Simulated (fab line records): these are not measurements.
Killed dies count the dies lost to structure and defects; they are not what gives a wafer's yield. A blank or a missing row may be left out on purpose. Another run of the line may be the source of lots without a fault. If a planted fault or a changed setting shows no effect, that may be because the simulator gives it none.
A lot that was struck, set against a sound lot	flow gf180mcu	18 steps out of a route of 602
Sound: wafers L907.3, L907.4, L907.6. Struck: wafers L900.3, L900.4, L900.5. At the end, the cause is stated.
Per side, at each step with rows, come the tool, then ch with its chambers, and then its first start. Under that, the readings that differ: sound wafers	struck wafers	difference of the means	sigmas: that difference in standard deviations of wafers without a fault.
alike: readings with means less than 2 such deviations apart, plus words and numbers identical on both sides. not compared: withheld readings, readings lacking a value on some wafer, bounds such as >300 that could conceal the same value, and numbers that have no deviation in the record and whose values overlap.
A row with sigmas, a row that says differs or no value, or rows on one side alone: a step with any of these is where the two part. Numbers that have no deviation but don't overlap get no sigmas and don't part them. Lack of a reading on every wafer of one side parts them only where that side has two or more wafers.

first, 7 steps without rows for these wafers: GF_VT_IMPLANT_DEHYDRATE_33 (time 60 s); GF_VT_IMPLANT_HMDS_34 (prime time 60 s); GF_VT_IMPLANT_COAT_35 (resist thk 1000 nm); GF_VT_IMPLANT_SOFTBAKE_36 (time 60 s); GF_VT_IMPLANT_EXPOSE_37 (exposes mask Nwell HV AREA, target cd 860 nm); GF_VT_IMPLANT_PEB_38; GF_VT_IMPLANT_DEVELOP_39 (develop time 60 s).
GF_VT_IMPLANT_OVL_MEAS_40:
  sound: overlay-02 at day 11 23:42; struck: overlay-01 at day 9 23:34
  alike: VT_IMPLANT_03_OVL
next, for these wafers, 1 step has no rows: GF_VT_IMPLANT_IMPLANT_41.
GF_VT_IMPLANT_STRIP_42: strips in O2/N2.
  sound on plasma_asher-02 ch 0,1, day 11 23:55; struck on plasma_asher-04 ch 0,1, day 9 23:46
  alike: drypump_motor_current_A, heater_power_w, oes_product_au, strip_time_to_endpoint_s
  not compared: rf_hours_counter_h
GF_VT_IMPLANT_TW_MEAS_43:
  sound: film_metro-04 at day 12 00:00; struck: film_metro-03 at day 9 23:51
reading	sound	struck	difference	sigmas
VT_IMPLANT_4_TW	697 700 695	688 692 688	-8	-2
then, 1 step without rows for these wafers: GF_VT_IMPLANT_CLEAN_44 (cleans in SC1/SC2, time 150 s).
GF_VT_IMPLANT_RTA_45: time 30 s.
  struck on rtp_anneal-01, day 9 23:58; sound on rtp_anneal-02 ch 0, day 12 00:07
  no value came back on the struck wafers for anneal_temp_c_max, chamber_o2_ppm, lamp_power_pct (%), wafer_temp_C_max; on the sound wafers anneal_temp_c_max reads 1056.8 1060.0 1056.1
GF_VT_IMPLANT_RS_MEAS_46: measurement is done with a four-point probe.
  sound: film_metro-01 at day 12 00:14; struck: film_metro-02 at day 10 00:05
reading	sound	struck	difference	sigmas
MVSD_RS (ohm/sq)	456.1 455.0 455.7	132.7 133.0 132.6	-322.8	-99 or more
GF_VT_IMPLANT_RS_MEAS_47: measurement is done with a four-point probe.
  sound: film_metro-01 at day 12 00:21; struck: film_metro-02 at day 10 00:12
reading	sound	struck	difference	sigmas
NWELL_RS (ohm/sq)	488.0 487.1 487.4	132.9 132.9 132.8	-354.6	-99 or more
GF_VT_IMPLANT_RS_MEAS_48: measurement is done with a four-point probe.
  sound: film_metro-01 at day 12 00:28; struck: film_metro-02 at day 10 00:19
reading	sound	struck	difference	sigmas
LVPWELL_RS (ohm/sq)	1196 1196 1196	133 133 133	-1063	-99 or more
GF_VT_IMPLANT_RS_MEAS_49: measurement is done with a four-point probe.
  sound: film_metro-01 at day 12 00:35; struck: film_metro-02 at day 10 00:26
reading	sound	struck	difference	sigmas
MVPSD_RS (ohm/sq)	1165 1169 1164	133 133 133	-1033	-99 or more
then, 1 step without rows for these wafers: GF_VT_IMPLANT_WET_ETCH_50 (etches SiO2 in dHF, target depth 20 nm, time 400 s).

== WHERE THEY PART ==
First at GF_VT_IMPLANT_TW_MEAS_43; last, within this record, at GF_VT_IMPLANT_RS_MEAS_49.

WHY: the cause the simulator had injected
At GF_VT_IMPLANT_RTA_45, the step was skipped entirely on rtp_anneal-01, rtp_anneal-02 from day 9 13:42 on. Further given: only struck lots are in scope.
